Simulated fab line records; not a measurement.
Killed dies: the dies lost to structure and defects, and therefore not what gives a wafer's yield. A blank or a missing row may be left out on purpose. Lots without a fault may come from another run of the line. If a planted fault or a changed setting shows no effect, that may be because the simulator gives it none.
Comparing a struck lot with a sound one	flow sky130	16 out of 708 route steps
Sound: the wafers L559.1, L559.2, L559.4. Struck: wafers L560.4, L560.5, L560.6. The cause is given at the end.
Each step with rows lists, per side, the tool, then ch with its chambers, then its first start. Under that, the readings that differ: sound wafers	struck wafers	difference of the means	sigmas: that difference in standard deviations of wafers without a fault.
alike: a reading whose means differ by less than 2 such deviations, as well as words and numbers matching on both sides. not compared: withheld readings; readings where some wafer has no value; bounds like >300 that might hide an equal value; numbers whose values overlap and for which the record gives no deviation.
The two part at a step that has a row with sigmas, a row that says differs or no value, or rows on one side only. Numbers that have no deviation but don't overlap get no sigmas and don't part them. Lack of a reading on every wafer of one side parts them only where that side has two or more wafers.

first, 3 steps without rows for these wafers: SKY_FIELD_ISO_EXPOSE_10 (exposes mask FOM, target cd 150 nm); SKY_FIELD_ISO_PEB_11; SKY_FIELD_ISO_DEVELOP_12 (develop time 60 s).
SKY_FIELD_ISO_CD_MEAS_13: the cd target is 150 nm.
  sound on cd sem-02, day 2 09:59; struck on cd sem-01, day 2 15:16
  alike: cd nm
SKY_FIELD_ISO_ETCH_14: etches BARC in N2/H2, stops on SiO2, time 45.9 s, target depth 60 nm.
  sound on rie diel-04 ch 0,2,3, day 2 10:07; struck on rie diel-02 ch 0,3, day 2 15:20
  alike: drypump motor current A, oes product au, throttle valve pct
  not compared: rf hours counter h
SKY_FIELD_ISO_ETCH_15: etches the open film in CHF3/O2, stops on Si, target depth 180 nm, time 72 s.
  sound on rie diel-04 ch 0,2,3, day 2 10:09; struck on rie diel-02 ch 0,3, day 2 15:22
  alike: drypump motor current A, oes product au, throttle valve pct
  not compared: rf hours counter h
SKY_FIELD_ISO_STRIP_16: strips in O2/N2.
  sound on plasma asher-04 ch 0,1, day 2 10:13; struck on plasma asher-02 ch 0,1, day 2 15:28
  alike: drypump motor current A, oes product au, strip time to endpoint s
  not compared: rf hours counter h
SKY_FIELD_ISO_ETCH_17: etches Si in HBr/Cl2/O2, target depth 342 nm, time 97.7 s.
  sound on rie si-02 ch 1,2,3, day 2 10:19; struck on rie si-01 ch 0,3, day 2 15:32
  alike: drypump motor current A, oes product au, throttle valve pct
  not compared: rf hours counter h
then, 4 steps without rows for these wafers: SKY_FIELD_ISO_WET_ETCH_18 (etches Si3N4 in H3PO4, target depth 25 nm, time 286 s); SKY_FIELD_ISO_CLEAN_19 (cleans in SC1/SC2, time 150 s); SKY_FIELD_ISO_CLEAN_20 (cleans in dHF, time 20 s); SKY_FIELD_ISO_WET_ETCH_21 (etches SiO2 in dHF, target depth 20 nm, time 400 s).
SKY_FIELD_ISO_OXIDATION_22: stabilise 600 s, purge 300 s, target thk 10 nm.
  sound on furnace-01 ch 0, day 2 12:03; struck on furnace-01 ch 0, day 2 19:16
reading	sound	struck	difference	sigmas
spike tc bottom C (C)	964.2 963.2 961.8	917.4 914.8 916.8	-46.7	-39
spike tc centre C (C)	949.6 952.8 951.7	902.5 903.1 903.8	-48.2	-44
spike tc lower C (C)	949.3 951.5 950.6	901.5 903.2 902.4	-48.1	-44
spike tc top C (C)	956.8 958.2 956.7	911.4 911.6 913.0	-45.2	-27
spike tc upper C (C)	947.5 947.0 947.8	901.1 900.9 899.0	-47.1	-26
tube center temp C (C)	949.97 949.86 950.03	902.93 902.86 902.93	-47.05	-99 or more
tube_center_temp_C_max	953.1 952.1 953.2	905.4 906.0 905.4	-47.2	-99 or more
zone power centre pct (%)	20.8 21.0 21.0	18.7 18.9 18.6	-2.2	-3
zone power lower pct (%)	17.8 17.8 17.9	16.1 15.7 15.3	-2.1	-3
model.SiO2_of_FIELD_ISO_OXIDATION_22.thk nm (nm)	10.27 10.15 10.12	5.725 5.724 5.778	-4.438	
SKY_FIELD_ISO_THK_MEAS_23:
  sound on film metro-03, day 2 13:13; struck on film metro-03, day 2 20:29
reading	sound	struck	difference	sigmas
FIELD_ISO_OXIDATION_01_THK (nm)	10.26 10.13 10.07	5.74 5.76 5.74	-4.41	-24
then, 1 step without rows for these wafers: SKY_FIELD_ISO_CVD_24 (deposits SiO2, target thk 595 nm, time 99.2 s).
-- record jumps: 43 days separate the struck wafers' starts on either side; left off in module FIELD_ISO, taken up again in module PAD_OPEN, whose first shown step is the route's number 708 --
SKY_PAD_OPEN_PROBE_99:
  sound on prober-02, day 46 01:40; struck on prober-01, day 46 04:48
reading	sound	struck	difference	sigmas
killed at front end	17 22 18	15 11 5	-9	-2
killed dies	94 103 105	78 72 85	-22	-2
  alike: killed_at_M0_to_M3, killed_at_M4_up, killed at contacts, killed at other, killed open, killed short
  not compared: model.etest.diode ndiff fingers.leak log10 a cm2, model.etest.diode pdiff fingers.leak log10 a cm2, model.etest.sram nfet pass.off log10 a um

WHERE THEY PART
Earliest at SKY_FIELD_ISO_OXIDATION_22; latest, in this record, at SKY_PAD_OPEN_PROBE_99.

WHY: the cause the simulator had injected
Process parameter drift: furnace-01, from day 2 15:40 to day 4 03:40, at SKY_FIELD_ISO_OXIDATION_22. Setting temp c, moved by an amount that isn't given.
